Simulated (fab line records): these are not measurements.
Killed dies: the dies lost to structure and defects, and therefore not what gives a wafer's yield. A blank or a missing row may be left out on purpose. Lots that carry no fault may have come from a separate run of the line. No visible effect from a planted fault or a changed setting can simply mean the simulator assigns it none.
Which tool did it? | flow sky130 | 33 wafers from 11 lots sampled at 4 of the route's 708 steps

== WHAT THE GAUGES READ, wafer by wafer ==
SKY_VIA2_BOW_MEAS_03.
lot  | measured     | on            | VIA2_BOW (um)
L817 | day 35 13:20 | film-metro-02 | 93 91 84
L818 | day 35 20:23 | film-metro-03 | 89 83 84
L819 | day 35 23:27 | film-metro-03 | 77 88 89
L820 | day 36 06:26 | film-metro-03 | 71 86 92
L824 | day 37 14:08 | film-metro-04 | 83 90 88
L825 | day 37 18:37 | film-metro-04 | 86 89 82
L835 | day 40 22:20 | film-metro-04 | 82 78 92
L836 | day 40 23:19 | film-metro-02 | 91 85 91
L837 | day 41 11:17 | film-metro-04 | 87 94 105
L838 | day 41 16:08 | film-metro-02 | 81 85 89
L839 | day 41 16:52 | film-metro-02 | 89 80 82

== WHAT TOOL EACH LOT RAN ON (gives the tool, then ch and the chambers of the sampled wafers, and finally the start) ==
lot  | SKY_METAL1_DESCUM_17              | SKY_VIA1_ETCH_15                   | SKY_VIA2_CMP_02
L817 | rie-metal-02 ch 1, day 33 03:24   | rie-diel-04 ch 2,3, day 34 08:08   | cmp-02 ch 1,2, day 35 13:01
L818 | rie-metal-03 ch 1, day 33 09:44   | rie-diel-04 ch 2,3, day 34 14:28   | cmp-02 ch 0,1,2, day 35 20:08
L819 | rie-metal-03 ch 0,1, day 33 13:46 | rie-diel-04 ch 1,2,3, day 34 18:07 | cmp-02 ch 0,2,3, day 35 23:12
L820 | rie-metal-03 ch 0,1, day 33 21:01 | rie-diel-01 ch 1,2, day 35 00:58   | cmp-01 ch 0,2,3, day 36 06:08
L824 | rie-metal-03 ch 0,1, day 35 04:31 | rie-diel-04 ch 0,1,2, day 36 08:40 | cmp-02 ch 1,3, day 37 13:52
L825 | rie-metal-02 ch 0, day 35 09:24   | rie-diel-01 ch 0,2, day 36 13:10   | cmp-02 ch 1,2,3, day 37 18:19
L835 | rie-metal-04 ch 0,1, day 38 16:43 | rie-diel-03 ch 0,3, day 39 18:55   | cmp-02 ch 0,2,3, day 40 22:02
L836 | rie-metal-02 ch 0, day 38 17:25   | rie-diel-01 ch 0,1,3, day 39 20:10 | cmp-01 ch 2,3, day 40 23:04
L837 | rie-metal-03 ch 0,1, day 39 06:57 | rie-diel-04 ch 0,3, day 40 08:49   | cmp-02 ch 0,1, day 41 11:02
L838 | rie-metal-04 ch 0,1, day 39 12:08 | rie-diel-01 ch 0,1,2, day 40 13:46 | cmp-01 ch 1,2, day 41 15:49
L839 | rie-metal-02 ch 0,1, day 39 12:29 | rie-diel-03 ch 1,2,3, day 40 14:13 | cmp-02 ch 1,2,3, day 41 16:32
- SKY_METAL1_DESCUM_17: chemistry O2, time 8 s.
- SKY_VIA1_ETCH_15: etches SiO2 in C4F8/O2/Ar, stops on TiN, target depth 351 nm, time 54 s.
- SKY_VIA2_CMP_02: polishes SiO2.

== THE ANSWER, worked out from the rows above alone ==
Rule: the lots themselves supply what counts as usual. The widest of any qualifying gaps counts: lots, ordered by their means at a reading, are off when they make up no more than a third of the lots, leave a main group of 4 or more, and stand apart from it by 3 or more times the standard deviation of that group's means. A main group is skipped when, at the precision printed for the reading in the tables above, its means are all equal. Also off: a lot with no number at a reading for which 4 or more lots have one. All remaining lots with rows at the step are treated as sound.
No lot is off on any of the readings shown, so nothing can be concluded from this.

== WHAT THE SIMULATOR HAD PUT IN ==
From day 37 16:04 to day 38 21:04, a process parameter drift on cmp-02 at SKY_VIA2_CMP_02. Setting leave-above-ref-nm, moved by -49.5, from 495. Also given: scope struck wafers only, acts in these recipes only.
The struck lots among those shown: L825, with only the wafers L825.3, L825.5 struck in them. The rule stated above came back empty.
